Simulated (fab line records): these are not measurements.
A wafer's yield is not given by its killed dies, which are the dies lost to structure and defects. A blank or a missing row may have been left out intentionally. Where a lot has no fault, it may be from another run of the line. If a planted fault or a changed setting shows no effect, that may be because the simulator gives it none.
Which of the tools did it?    flow gf180mcu    Sampling: 12 lots, 34 wafers, 6 of 602 route steps

== WHAT EACH GAUGE READ, for each wafer ==
GF_NWELL_TW_MEAS_11. Usual: NWELL_TW typically reads 1577, with standard deviation 24.
lot   measured     on            NWELL_TW        flag
L118  day 3 08:44  filmMetro-04  1581 1571 1585  
L121  day 4 00:19  filmMetro-04  1583 1575 1575  
L122  day 4 05:26  filmMetro-01  1537 1534       
L126  day 5 03:22  filmMetro-03  1615 1604 1612  
L129  day 6 05:52  filmMetro-03  1617 1598 1616  
L130  day 6 10:14  filmMetro-04  1583 1574 1571  
L131  day 6 10:34  filmMetro-03  1596 1605 1595  
L133  day 6 21:25  filmMetro-04  1576 1579 1578  
L136  day 7 10:29  filmMetro-03  1608 1593       
L138  day 7 21:23  filmMetro-04  1564 1567 1563  
L139  day 8 03:15  filmMetro-03  1605 1606 1602  
L141  day 8 13:05  filmMetro-04  1566 1569 1560  

GF_LVPWELL_TW_MEAS_11. Usual: LVPWELL_TW typically reads 559, with standard deviation 9.4.
lot   measured     on            LVPWELL_TW   flag
L118  day 3 22:14  filmMetro-03  571 570 574  
L121  day 4 14:55  filmMetro-03  572 574 572  
L122  day 4 18:47  filmMetro-01  548 547      
L126  day 5 18:19  filmMetro-04  554 556 554  
L129  day 6 21:22  filmMetro-01  550 549 550  
L130  day 7 01:49  filmMetro-03  571 570 570  
L131  day 7 02:24  filmMetro-03  569 569 570  
L133  day 7 12:58  filmMetro-03  572 573 568  
L136  day 8 02:28  filmMetro-03  574 573      
L138  day 8 13:51  filmMetro-04  557 559 558  
L139  day 8 21:01  filmMetro-04  556 556 556  
L141  day 9 06:01  filmMetro-04  553 557 553  

GF_VT_IMPLANT_TW_MEAS_21. Usual: VT_IMPLANT_2_TW typically reads 1221, with standard deviation 14.
lot   measured      on            VT_IMPLANT_2_TW  flag
L118  day 6 06:33   filmMetro-03  1239 1236 1231   
L121  day 7 00:22   filmMetro-02  1219 1210 1219   
L122  day 7 05:38   filmMetro-02  1221 1207        
L126  day 8 08:18   filmMetro-02  1206 1203 1208   
L129  day 9 15:11   filmMetro-02  30 30 30         OFF
L130  day 9 19:20   filmMetro-02  30 30 30         OFF
L131  day 9 20:28   filmMetro-03  31 31 30         OFF
L133  day 10 09:04  filmMetro-04  1204 1203 1204   
L136  day 10 23:43  filmMetro-03  1234 1233        
L138  day 11 13:22  filmMetro-02  1213 1212 1213   
L139  day 11 20:40  filmMetro-03  1235 1240 1237   
L141  day 12 05:29  filmMetro-04  1195 1200 1208   

== WHICH TOOL RAN EACH LOT (tool, then ch and the chambers of the sampled wafers, then the start) ==
lot   GF_STI_ETCH_13                    GF_VT_IMPLANT_STRIP_09               GF_VT_IMPLANT_STRIP_20
L118  rieDiel-04 ch 0,1, day 2 02:18    plasmaAsher-03 ch 0,1, day 5 15:39   plasmaAsher-02 ch 0,1, day 6 06:27
L121  rieDiel-01 ch 1,2, day 2 17:09    plasmaAsher-02 ch 0,1, day 6 09:01   plasmaAsher-02 ch 0,1, day 7 00:16
L122  rieDiel-01 ch 0,2, day 2 22:14    plasmaAsher-02 ch 0,1, day 6 14:35   plasmaAsher-01 ch 0,1, day 7 05:34
L126  rieDiel-03 ch 0,2, day 3 18:59    plasmaAsher-02 ch 0,1, day 7 16:00   plasmaAsher-02 ch 0,1, day 8 08:12
L129  rieDiel-01 ch 0,1,3, day 4 10:39  plasmaAsher-02 ch 0,1, day 8 21:54   plasmaAsher-03 ch 0,1, day 9 15:06
L130  rieDiel-03 ch 0,3, day 4 15:56    plasmaAsher-01 ch 0,1, day 9 02:06   plasmaAsher-02 ch 0,1, day 9 19:13
L131  rieDiel-01 ch 0,1,2, day 4 21:20  plasmaAsher-02 ch 0,1, day 9 02:45   plasmaAsher-02 ch 1, day 9 20:22
L133  rieDiel-03 ch 1,2,3, day 5 10:47  plasmaAsher-02 ch 0,1, day 9 14:43   plasmaAsher-01 ch 0,1, day 10 08:57
L136  rieDiel-03 ch 0,3, day 5 22:42    plasmaAsher-01 ch 1, day 10 04:52    plasmaAsher-02 ch 0,1, day 10 23:37
L138  rieDiel-04 ch 0,2,3, day 6 09:11  plasmaAsher-01 ch 0,1, day 10 18:43  plasmaAsher-02 ch 0,1, day 11 13:16
L139  rieDiel-01 ch 1,3, day 6 13:47    plasmaAsher-02 ch 1, day 11 01:55    plasmaAsher-02 ch 0,1, day 11 20:34
L141  rieDiel-03 ch 1,2, day 7 00:32    plasmaAsher-02 ch 0,1, day 11 12:21  plasmaAsher-03 ch 0,1, day 12 05:24
- GF_STI_ETCH_13: etches the open film in CHF3/O2, stops on Si, target depth 282.31 nm, time 112.9 s.
- GF_VT_IMPLANT_STRIP_09: strips in O2/N2.
- GF_VT_IMPLANT_STRIP_20: strips in O2/N2.

== AS READ BY THE TOOLS THEMSELVES (means over the sampled wafers that have a number; for cases with no such wafer, the mark the record gives instead) ==
GF_STI_ETCH_13. Usual: drypumpMotorCurrentA 5.7 A, standard deviation 0.44; oesProductAu 0.829 a.u., standard deviation 0.0068; throttleValvePct 8.810 %, standard deviation 0.0089.
lot   tool        drypumpMotorCurrentA (A)  oesProductAu (a.u.)  throttleValvePct (%)  flag
L118  rieDiel-04  5.4                       0.842                8.804                 
L121  rieDiel-01  6.1                       0.831                8.808                 
L122  rieDiel-01  6.0                       0.827                8.814                 
L126  rieDiel-03  5.9                       0.826                8.808                 
L129  rieDiel-01  5.5                       0.829                8.809                 
L130  rieDiel-03  5.9                       0.828                8.810                 
L131  rieDiel-01  5.7                       0.830                8.813                 
L133  rieDiel-03  5.5                       0.823                8.810                 
L136  rieDiel-03  5.9                       0.831                8.806                 
L138  rieDiel-04  5.8                       0.827                8.803                 
L139  rieDiel-01  5.5                       0.840                8.825                 
L141  rieDiel-03  5.5                       0.842                8.813                 

GF_VT_IMPLANT_STRIP_09. Usual: chamberPressureMTorr 1500.1 mTorr, standard deviation 1.4; drypumpMotorCurrentA 5.49 A, standard deviation 0.2; heaterPowerW 350 W, standard deviation 49; oesProductAu 0.716 a.u., standard deviation 0.0042; stripTimeToEndpointS 12.63 s, standard deviation 0.034.
lot   tool            chamberPressureMTorr (mTorr)  drypumpMotorCurrentA (A)  heaterPowerW (W)  oesProductAu (a.u.)  stripTimeToEndpointS (s)  flag
L118  plasmaAsher-03  1499.2                        5.35                      307               0.715                12.68                     
L121  plasmaAsher-02  1500.4                        5.51                      382               0.716                12.60                     
L122  plasmaAsher-02  1500.0                        5.46                      358               0.711                12.59                     
L126  plasmaAsher-02  1500.5                        5.51                      372               0.715                12.63                     
L129  plasmaAsher-02  -                             -                         -                 -                    -                         OFF
L130  plasmaAsher-01  -                             -                         -                 -                    -                         OFF
L131  plasmaAsher-02  -                             -                         -                 -                    -                         OFF
L133  plasmaAsher-02  1501.7                        5.53                      372               0.716                12.61                     
L136  plasmaAsher-01  1500.0                        5.54                      286               0.713                12.59                     
L138  plasmaAsher-01  1500.1                        5.63                      359               0.716                12.63                     
L139  plasmaAsher-02  1499.1                        5.18                      332               0.715                12.65                     
L141  plasmaAsher-02  1499.2                        5.37                      354               0.716                12.65                     

GF_VT_IMPLANT_STRIP_20. Usual: chamberPressureMTorr 1500.0 mTorr, standard deviation 1.2; drypumpMotorCurrentA 5.47 A, standard deviation 0.21; heaterPowerW 349 W, standard deviation 47; oesProductAu 0.716 a.u., standard deviation 0.0045; stripTimeToEndpointS 12.638 s, standard deviation 0.03.
lot   tool            chamberPressureMTorr (mTorr)  drypumpMotorCurrentA (A)  heaterPowerW (W)  oesProductAu (a.u.)  stripTimeToEndpointS (s)  flag
L118  plasmaAsher-02  1500.0                        5.36                      353               0.714                12.663                    
L121  plasmaAsher-02  1499.5                        5.53                      375               0.714                12.646                    
L122  plasmaAsher-01  1501.2                        5.61                      345               0.711                12.613                    
L126  plasmaAsher-02  1500.3                        5.51                      373               0.718                12.635                    
L129  plasmaAsher-03  1500.5                        5.30                      327               0.719                27.568                    OFF
L130  plasmaAsher-02  1500.6                        5.35                      351               0.723                27.663                    OFF
L131  plasmaAsher-02  1500.2                        5.18                      330               0.724                27.676                    OFF
L133  plasmaAsher-01  1500.7                        5.62                      364               0.718                12.646                    
L136  plasmaAsher-02  1499.5                        5.45                      371               0.718                12.646                    
L138  plasmaAsher-02  1499.3                        5.35                      355               0.718                12.648                    
L139  plasmaAsher-02  1500.2                        5.34                      348               0.715                12.580                    
L141  plasmaAsher-03  1500.4                        5.31                      323               0.717                12.660                    

== THE ANSWER, worked out from the rows above alone ==
Rule: lot off if the mean of its wafers having a number is beyond 3 standard deviations from the usual mean. Also off: a lot with no number at a reading for which 4 or more lots have one. The other lots that the step has rows for count as sound. The gauges are gone through in route order, then the tools' own readings, and for those a lot's mean is taken as printed above. At the first step where some lot is off, the reading lying furthest off is the one used; lots without a number count as furthest.
Off: L129, L130, L131, seen at GF_VT_IMPLANT_TW_MEAS_21 (VT_IMPLANT_2_TW).
A tool fits if, at a process step before that reading, it ran every lot that is off, and no sound lot after the first of them. The gauges at GF_VT_IMPLANT_TW_MEAS_21 aren't tried: what is off there is off at GF_VT_IMPLANT_STRIP_09 too, on other tools, and a gauge's error can't cause that. No candidate that was tried fits.

== WHAT THE SIMULATOR PUT IN ==
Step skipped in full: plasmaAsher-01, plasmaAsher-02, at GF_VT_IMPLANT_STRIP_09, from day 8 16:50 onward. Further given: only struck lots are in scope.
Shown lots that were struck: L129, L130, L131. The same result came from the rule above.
